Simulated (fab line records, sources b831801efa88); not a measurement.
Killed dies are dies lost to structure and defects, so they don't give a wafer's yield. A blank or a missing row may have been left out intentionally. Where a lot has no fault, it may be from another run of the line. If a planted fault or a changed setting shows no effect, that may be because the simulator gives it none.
fab line records	flow sfq-line
record lots=6	wafers=16	last-day=92
route steps=325 shown I4@170 JJ@178 M5@198 A5B@209 R5@225
lots that met no fault: from a run of the same line without faults
start-h: hours from the record's opening day to when the first of the lot's shown wafers began	wait-h: hours from the lot's prior step to this one	" the same as in the row above	L1.1+2: several wafers, shown together as one row	- either no value or no given start	* or withheld: withheld	< > ~ a bound
route shown NAME@n: names a module that has steps shown in the file, with the first one's number in the route	usual: mean/standard deviation of fault-free wafers	same: alike in all rows	chamber/n: place in a boat	sites: the reading at each site	_std_site: standard deviation across them	_edge_site: mean of outer sites minus mean of inner sites	radius-mm: for every site, how far away it sits from the centre of the wafer	mask NAME#n: copy n	behind: the tool/chamber that last shaped the wafer	hold: what put the lot on hold/how long, in hours/how the hold closed	device: the transistor (n, p or np) that didn't switch	end of line: at the end of the route, the tests of the same wafers	step lacking rows: just its recipe	killed: the dies lost at the first sort to structure and to defects; this is not the yield of the wafer	map: a wafer's dies, marking killed ones x, the rest . and places with no die _
set.NAME: the setting that was run; set.NAME@STEP: the one run at that earlier step	model.NAME: the simulator's own value behind a step, which no gauge read
lots seen at some steps along the route; tables by step, rows by wafer
services: when a tool's chamber went out of use (start-h, in hours from the record's first day, below 0 if earlier), for how many hours, and the reason
## steps
# step SFQ_TRILAYER_I4_VIA_LITHO_EXPOSE_104
# recipe mask-id=I4	na=0.6	source-shape=conventional	sigma-outer=0.65	target-cd-nm=700	dose-mj=21.3
# step SFQ_TRILAYER_I4_VIA_LITHO_PEB_106
# recipe peb-temp-c=115	peb-time-s=60	resist=KrF
# step SFQ_TRILAYER_I4_VIA_LITHO_DEVELOP_105
# recipe time-s=60	resist=KrF
# step SFQ_I4_OVL_MEAS_928
# usual I4_OVL=-3/5.5
lot.wafer	tool	chamber	start-h	wait-h	I4_OVL[nm]
L963.2	overlay-01	-	1193.20	0.1	-3
L963.4	"	-	"	"	-7
L963.5	"	-	"	"	-4
L968.3	overlay-02	-	1333.14	0.1	-3
L968.4	"	-	"	"	-1
L968.5	"	-	"	"	-1
L970.4	overlay-01	-	1455.96	0.1	-1
L970.5	"	-	"	"	-6
L970.6	"	-	"	"	-5
L980.2	overlay-02	-	1494.70	0.1	-13
L980.5	"	-	"	"	-9
L982.2	overlay-02	-	1504.30	0.1	-14
L982.3	"	-	"	"	-10
L984.1	overlay-02	-	1509.10	0.1	4
L984.5	"	-	"	"	2
L984.6	"	-	"	"	3
# step SFQ_TRILAYER_I4_VIA_BARC_OPEN_VIA_ETCH_146
# recipe mask-material=PR	chemistry=O2	target-depth-nm=125	target=BARC	source-w=500	bias-w=80	pressure-mtorr=30	time-s=41.7
# step SFQ_TRILAYER_I4_VIA_ETCH_VIA_ETCH_106
# recipe target=SiO2	stop-on=Nb	mask-material=PR	taper-deg=20	chemistry=CHF3	target-depth-nm=260	source-w=500	bias-w=80	pressure-mtorr=30	time-s=withheld
# step SFQ_TRILAYER_I4_VIA_STRIP_STRIP_107
# recipe gas=O2	power-w=200	platen-temp-c=40	overash-fraction=0.65	chemistry=O2	pressure-mtorr=50
# step SFQ_TRILAYER_I4_VIA_STRIP_SOLV_CLEAN_108
# recipe chemistry=NMP	temp-c=70	time-s=600
# step SFQ_TRILAYER_JJ_TRILAYER_DEP_PRE_CLEAN_113
# recipe gas=Ar	time-s=22.5	bias-v=250
# step SFQ_TRILAYER_JJ_TRILAYER_DEP_SPUTTER_109
# recipe material=Nb	base-pressure-pa=1.33e-06	chamber-pressure-pa=0.1333	substrate-temp-c=20	target-thk-nm=150	power-w=2000	time-s=100
# step SFQ_TRILAYER_JJ_TRILAYER_DEP_SPUTTER_110
# recipe material=Al	base-pressure-pa=1.33e-06	target-thk-nm=8	power-w=500	time-s=10	chamber-pressure-pa=0.4
# step SFQ_TRILAYER_JJ_TRILAYER_DEP_AL_OXIDATION_111
# recipe pressure-mbar=0.014667	oxidation-time-s=600	temperature-k=293
# step SFQ_TRILAYER_JJ_TRILAYER_DEP_SPUTTER_112
# recipe material=Nb	base-pressure-pa=1.33e-06	chamber-pressure-pa=0.1333	substrate-temp-c=20	target-thk-nm=170	power-w=2000	time-s=113.3
# usual throttle-valve-pct=29.8/0.72
lot.wafer	tool	chamber	start-h	wait-h	throttle-valve-pct	model.Nb_of_TRILAYER_JJ_TRILAYER_DEP_SPUTTER_112.thk-nm
L963.2	pvd-sputter-04	-	1195.28	0.5	29.5	167.5
L963.4	"	-	"	"	31.6	169
L963.5	"	-	"	"	31.2	169.4
L968.3	pvd-sputter-04	-	1335.22	0.5	30.6	170.4
L968.4	"	-	"	"	31.3	171.1
L968.5	"	-	"	"	30.3	170.9
L970.4	pvd-sputter-03	-	1458.07	0.0	29.2	171.2
L970.5	"	-	"	"	30.0	170.9
L970.6	"	-	"	"	30.4	169.8
L980.2	pvd-sputter-03	-	1496.80	0.5	29.9	171.8
L980.5	"	-	"	"	30.0	311.4
L982.2	pvd-sputter-03	-	1506.38	0.5	30.4	166.4
L982.3	"	-	"	"	29.1	309.6
L984.1	pvd-sputter-05	-	1511.18	0.5	28.8	168
L984.5	"	-	"	"	28.7	169.2
L984.6	"	-	"	"	29.9	170.8
# step SFQ_JJ_RS_MEAS_929
# recipe thk-meas-gauge=four-point-probe	reads=Nb_of_TRILAYER_JJ_TRILAYER_DEP_SPUTTER_112
# usual JJ_NB_RS=1.052/0.011
lot.wafer	tool	chamber	start-h	wait-h	JJ_NB_RS[ohm/sq]
L963.2	film-metro-01	-	1195.38	0.1	1.065
L963.4	"	-	"	"	1.057
L963.5	"	-	"	"	1.051
L968.3	film-metro-04	-	1335.34	0.1	1.046
L968.4	"	-	"	"	1.042
L968.5	"	-	"	"	1.042
L970.4	film-metro-03	-	1458.17	0.1	1.041
L970.5	"	-	"	"	1.044
L970.6	"	-	"	"	1.051
L980.2	film-metro-01	-	1496.90	0.1	1.040
L980.5	"	-	"	"	0.569
L982.2	film-metro-01	-	1506.48	0.1	1.072
L982.3	"	-	"	"	0.573
L984.1	film-metro-01	-	1511.26	0.0	1.062
L984.5	"	-	"	"	1.054
L984.6	"	-	"	"	1.045
# step SFQ_TRILAYER_JJ_CE_LITHO_COAT_119
# recipe resist=BARC	spin-rpm=3000	resist-thk-nm=62
# step SFQ_TRILAYER_JJ_CE_LITHO_COAT_114
# recipe resist=KrF	spin-rpm=3000	resist-thk-nm=600
# step SFQ_TRILAYER_JJ_CE_LITHO_SOFTBAKE_118
# recipe temp-c=withheld	time-s=withheld	resist=KrF
# step SFQ_TRILAYER_JJ_CE_LITHO_EXPOSE_115
# recipe mask-id=J5	na=0.6	source-shape=conventional	sigma-outer=0.65	target-cd-nm=700	dose-mj=14.4
# step SFQ_TRILAYER_JJ_CE_LITHO_PEB_117
# recipe peb-temp-c=115	peb-time-s=60	resist=KrF
# step SFQ_TRILAYER_JJ_CE_LITHO_DEVELOP_116
# recipe time-s=60	resist=KrF
# step SFQ_JJ_OVL_MEAS_931
# usual J5_OVL=0/5.2
lot.wafer	tool	chamber	start-h	wait-h	J5_OVL[nm]
L963.2	overlay-01	-	1197.85	0.1	7
L963.4	"	-	"	"	2
L963.5	"	-	"	"	7
L968.3	overlay-01	-	1451.81	0.1	-13
L968.4	"	-	"	"	0
L968.5	"	-	"	"	-4
L970.4	overlay-01	-	1460.68	0.1	7
L970.5	"	-	"	"	4
L970.6	"	-	"	"	2
L980.2	overlay-02	-	1507.90	0.1	3
L980.5	"	-	"	"	6
L982.2	overlay-02	-	1522.84	0.1	4
L982.3	"	-	"	"	-2
L984.1	overlay-02	-	1621.68	0.1	-6
L984.5	"	-	"	"	-3
L984.6	"	-	"	"	2
# step SFQ_TRILAYER_JJ_CE_METRO_MEASURE_117
# usual cd-nm=700.2/1.1
lot.wafer	tool	chamber	start-h	wait-h	cd-nm
L963.2	cd-sem-01	-	1198.08	0.2	699.5
L963.4	"	-	"	"	698.9
L963.5	"	-	"	"	700.4
L968.3	cd-sem-02	-	1452.24	0.4	700.4
L968.4	"	-	"	"	700.1
L968.5	"	-	"	"	698.9
L970.4	cd-sem-02	-	1461.30	0.6	700.8
L970.5	"	-	"	"	701.1
L970.6	"	-	"	"	700.7
L980.2	cd-sem-02	-	1508.13	0.2	700.4
L980.5	"	-	"	"	701.1
L982.2	cd-sem-02	-	1523.07	0.2	702.6
L982.3	"	-	"	"	702.6
L984.1	cd-sem-02	-	1621.72	0.0	700.6
L984.5	"	-	"	"	699.1
L984.6	"	-	"	"	700.7
# step SFQ_TRILAYER_JJ_CE_BARC_OPEN_RIE_150
# recipe mask-material=PR	chemistry=O2	target-depth-nm=240	target=BARC	icp-w=600	bias-w=80	pressure-mtorr=10	time-s=80
# step SFQ_TRILAYER_JJ_CE_ETCH_RIE_118
# recipe target=Nb	stop-on=Al2O3	mask-material=PR	taper-deg=13.257	over-etch-frac=0.15	time-s=97.7	chemistry=SF6	target-depth-nm=170	icp-w=600	bias-w=80	pressure-mtorr=10
# step SFQ_TRILAYER_JJ_ANODIZE_ANODIZE_119
# recipe current-density-ma-cm2=withheld	end-current-density-ma-cm2=withheld	bath-temp-c=withheld
# step SFQ_TRILAYER_JJ_CE_STRIP_STRIP_120
# recipe gas=O2	power-w=200	platen-temp-c=40	overash-fraction=0.65	chemistry=O2	pressure-mtorr=50
# step SFQ_TRILAYER_JJ_CE_STRIP_SOLV_CLEAN_121
# recipe chemistry=NMP	temp-c=70	time-s=600
# step SFQ_TRILAYER_M5_LITHO_COAT_128
# recipe resist=BARC	spin-rpm=3000	resist-thk-nm=62
# step SFQ_TRILAYER_M5_LITHO_COAT_123
# recipe resist=KrF	spin-rpm=3000	resist-thk-nm=600
# step SFQ_TRILAYER_M5_LITHO_SOFTBAKE_127
# recipe temp-c=withheld	time-s=withheld	resist=KrF
# step SFQ_TRILAYER_M5_LITHO_EXPOSE_124
# recipe mask-id=M5	na=0.6	source-shape=conventional	sigma-outer=0.65	target-cd-nm=700	dose-mj=14.4
# step SFQ_TRILAYER_M5_LITHO_PEB_126
# recipe peb-temp-c=115	peb-time-s=60	resist=KrF
# step SFQ_TRILAYER_M5_LITHO_DEVELOP_125
# recipe time-s=60	resist=KrF
# step SFQ_M5_OVL_MEAS_932
# usual M5_OVL=0/5
lot.wafer	tool	chamber	start-h	wait-h	M5_OVL[nm]
L963.2	overlay-02	-	1207.52	0.1	3
L963.4	"	-	"	"	0
L963.5	"	-	"	"	-1
L968.3	overlay-02	-	1566.92	0.1	4
L968.4	"	-	"	"	2
L968.5	"	-	"	"	5
L970.4	overlay-02	-	1576.52	0.1	-5
L970.5	"	-	"	"	1
L970.6	"	-	"	"	1
L980.2	overlay-02	-	1618.73	0.1	5
L980.5	"	-	"	"	6
L982.2	overlay-02	-	1643.96	0.1	0
L982.3	"	-	"	"	-3
L984.1	overlay-02	-	1734.15	0.1	11
L984.5	"	-	"	"	5
L984.6	"	-	"	"	7
# step SFQ_TRILAYER_M5_BARC_OPEN_METAL_ETCH_161
# recipe mask-material=PR	chemistry=O2	target-depth-nm=125	target=BARC	icp-w=600	bias-w=80	pressure-mtorr=10	time-s=41.7
# usual drypump-motor-current-A=6.0/0.49	oes-product-au=0.685/0.0043
lot.wafer	tool	chamber	start-h	wait-h	drypump-motor-current-A	oes-product-au	rf-hours-counter-h
L963.2	rie-metal-01	1	1207.55	0.0	6.1	0.695	84
L963.4	"	0	"	"	5.9	0.683	-
L963.5	"	1	"	"	6.1	0.682	-
L968.3	rie-metal-01	1	1566.96	0.0	6.1	0.686	-
L968.4	"	0	"	"	6.0	0.694	-
L968.5	"	1	"	"	6.1	0.687	-
L970.4	rie-metal-03	1	1576.56	0.0	5.8	0.680	-
L970.5	"	0	"	"	6.6	0.683	-
L970.6	"	1	"	"	5.7	0.681	-
L980.2	rie-metal-01	0	1618.76	0.0	5.9	0.687	56
L980.5	"	0	"	"	5.9	0.684	-
L982.2	rie-metal-03	0	1643.99	0.0	6.6	0.684	97
L982.3	"	0	"	"	6.6	0.683	-
L984.1	rie-metal-01	1	1734.19	0.0	6.1	0.676	32
L984.5	"	1	"	"	6.1	0.683	-
L984.6	"	0	"	"	5.9	0.675	-
# step SFQ_TRILAYER_M5_ETCH_METAL_ETCH_126
# recipe target=Nb	stop-on=SiO2	mask-material=PR	over-etch-frac=0.15	time-s=203.2	chemistry=Cl2/BCl3	target-depth-nm=265	icp-w=600	bias-w=80	pressure-mtorr=10
# usual drypump-motor-current-A=6.0/0.49	oes-product-au=0.729/0.0058
lot.wafer	tool	chamber	start-h	wait-h	drypump-motor-current-A	oes-product-au	rf-hours-counter-h
L963.2	rie-metal-01	1	1207.61	0.0	6.1	0.732	84
L963.4	"	0	"	"	5.9	0.735	-
L963.5	"	1	"	"	6.1	0.726	-
L968.3	rie-metal-01	1	1567.06	0.1	6.1	0.730	-
L968.4	"	0	"	"	6.0	0.730	-
L968.5	"	1	"	"	6.1	0.736	-
L970.4	rie-metal-03	1	1576.66	0.1	5.7	0.726	-
L970.5	"	0	"	"	6.6	0.727	-
L970.6	"	1	"	"	5.7	0.720	-
L980.2	rie-metal-01	0	1618.82	0.0	5.9	0.730	56
L980.5	"	0	"	"	5.9	0.741	-
L982.2	rie-metal-03	0	1644.05	0.0	6.6	0.720	97
L982.3	"	0	"	"	6.6	0.724	-
L984.1	rie-metal-01	1	1734.25	0.0	6.1	0.732	32
L984.5	"	1	"	"	6.1	0.723	-
L984.6	"	0	"	"	5.9	0.733	-
# step SFQ_TRILAYER_M5_STRIP_STRIP_127
# recipe gas=O2	power-w=200	platen-temp-c=40	overash-fraction=0.65	chemistry=O2	pressure-mtorr=50
# step SFQ_TRILAYER_M5_STRIP_SOLV_CLEAN_128
# recipe chemistry=NMP	temp-c=70	time-s=600
# step SFQ_TRILAYER_A5B_DEP_PECVD_129
# recipe material=SiO2	temp-c=150	time-s=133.33	pressure-torr=2.4	rf-w=183.3	precursor=SiH4/N2O	target-thk-nm=600
# usual heater-power-w=75/13	showerhead-vpp-V=841/32	throttle-valve-pct=24.9/0.85
lot.wafer	tool	chamber	start-h	wait-h	heater-power-w	showerhead-vpp-V	throttle-valve-pct
L963.2	pecvd-04	2	1208.58	0.0	82	826	23.1
L963.4	"	1	"	"	70	825	24.7
L963.5	"	2	"	"	74	833	23.0
L968.3	pecvd-02	1	1567.97	0.0	74	849	23.7
L968.4	"	0	"	"	67	829	24.1
L968.5	"	1	"	"	78	860	23.9
L970.4	pecvd-01	0	1577.61	0.0	88	824	24.8
L970.5	"	2	"	"	60	798	25.6
L970.6	"	1	"	"	99	815	24.8
L980.2	pecvd-04	2	1619.79	0.0	73	835	23.6
L980.5	"	0	"	"	60	893	25.3
L982.2	pecvd-04	1	1645.02	0.0	71	828	25.3
L982.3	"	2	"	"	80	836	23.7
L984.1	pecvd-04	2	1735.22	0.0	78	832	23.6
L984.5	"	1	"	"	69	819	25.5
L984.6	"	2	"	"	84	827	23.5
# step SFQ_TRILAYER_A5B_CMP_CMP_130
# recipe stop-on=Nb	down-force-psi=3	platen-rpm=60	target-thk-nm=340.7
# step SFQ_TRILAYER_A5B_METRO_MEASURE_131
# usual thk-nm=340/5.8
lot.wafer	tool	chamber	start-h	wait-h	thk-nm
L963.2	film-metro-02	-	1218.00	1.7	341
L963.4	"	-	"	"	336
L963.5	"	-	"	"	332
L968.3	film-metro-01	-	1573.96	1.9	341
L968.4	"	-	"	"	328
L968.5	"	-	"	"	330
L970.4	film-metro-02	-	1583.16	2.1	338
L970.5	"	-	"	"	335
L970.6	"	-	"	"	341
L980.2	film-metro-02	-	1626.78	2.2	347
L980.5	"	-	"	"	339
L982.2	film-metro-02	-	1648.31	1.2	338
L982.3	"	-	"	"	345
L984.1	film-metro-01	-	1743.17	1.0	339
L984.5	"	-	"	"	339
L984.6	"	-	"	"	331
# step SFQ_TRILAYER_R5_ETCH_METAL_ETCH_139
# recipe stop-on=SiO2	mask-material=PR	chemistry=Cl2	target-depth-nm=60	icp-w=600	bias-w=80	pressure-mtorr=10	time-s=40
# usual drypump-motor-current-A=6.09/0.28	oes-product-au=0.991/0.0057
lot.wafer	tool	chamber	start-h	wait-h	drypump-motor-current-A	oes-product-au	rf-hours-counter-h	model.Nb_of_TRILAYER_JJ_TRILAYER_DEP_SPUTTER_112.thk-nm
L963.2	rie-metal-03	1	1327.35	0.0	5.73	0.996	41	157.5
L963.4	"	0	"	"	6.57	0.983	-	159.2
L963.5	"	0	"	"	6.63	0.984	-	159.6
L968.3	rie-metal-02	0	1583.91	0.0	6.23	0.996	-	160.2
L968.4	"	1	"	"	5.92	0.998	-	161
L968.5	"	1	"	"	5.90	0.999	-	160.8
L970.4	rie-metal-03	1	1602.94	0.0	5.73	0.993	-	161.2
L970.5	"	0	"	"	6.55	0.976	-	161.1
L970.6	"	1	"	"	5.73	0.992	-	159.8
L980.2	rie-metal-03	0	1740.25	0.0	6.62	0.989	109	161.8
L980.5	"	0	"	"	6.60	0.985	-	301.5
L982.2	rie-metal-01	1	1758.25	0.0	6.06	0.986	35	156.5
L982.3	"	0	"	"	5.96	0.997	-	299.5
L984.1	rie-metal-03	0	1845.03	0.0	6.60	0.980	119	158.2
L984.5	"	0	"	"	6.58	0.983	-	159.4
L984.6	"	1	"	"	5.72	0.979	-	160.9
## services
tool	chamber	start-h	hours	kind
rie-metal-01	-	1178.15	0.6	repair
cd-sem-02	-	1212.73	0.8	pm
cd-sem-02	-	1234.15	0.1	pm
cd-sem-02	-	1286.17	0.4	pm
cd-sem-02	-	1331.00	1.3	pm
rie-metal-03	-	1336.54	19.0	repair
rie-metal-03	0	1364.10	6.9	repair
cd-sem-02	-	1396.73	0.4	pm
rie-metal-01	1	1406.15	2.0	repair
rie-metal-01	0	1413.45	4.8	repair
cd-sem-02	-	1418.15	0.1	pm
cd-sem-02	-	1440.01	2.7	pm
cd-sem-02	-	1515.00	0.4	pm
rie-metal-01	-	1517.30	0.2	repair
rie-metal-03	0	1555.83	1.6	repair
rie-metal-03	1	1555.89	18.7	repair
cd-sem-02	-	1556.17	0.9	pm
cd-sem-02	-	1580.73	3.1	pm
cd-sem-02	-	1590.62	5.1	pm
cd-sem-02	-	1602.15	1.5	pm
cd-sem-02	-	1699.00	1.0	pm
cd-sem-02	-	1764.73	0.3	pm
cd-sem-02	-	1794.94	3.5	pm
cd-sem-02	-	1826.17	1.6	pm
## key
first-sign step=SFQ_JJ_RS_MEAS_929	reading=JJ_NB_RS	direction=down	sigmas=45	usual=1.052	struck=0.571
effect none on later readings
model-effect step=SFQ_TRILAYER_JJ_TRILAYER_DEP_SPUTTER_112	value=Nb_of_TRILAYER_JJ_TRILAYER_DEP_SPUTTER_112.thk-nm	without=170.1	struck=310.5
model-effect step=SFQ_TRILAYER_R5_ETCH_METAL_ETCH_139	value=Nb_of_TRILAYER_JJ_TRILAYER_DEP_SPUTTER_112.thk-nm	without=160.1	struck=300.5
met-at SFQ_TRILAYER_JJ_TRILAYER_DEP_SPUTTER_112
struck-wafers L980.5,L982.3
onset-between 1458.07 1496.80
fault kind=process-parameter-drift	tool=pvd-sputter-03	chamber=-	onset-h=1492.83	steps=SFQ_TRILAYER_JJ_TRILAYER_DEP_SPUTTER_112	channel=target-thk-nm	offset=140.41	shape=step	end-h=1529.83	scope=struck-wafers-only	acts-in=these-recipes-only	stated=170
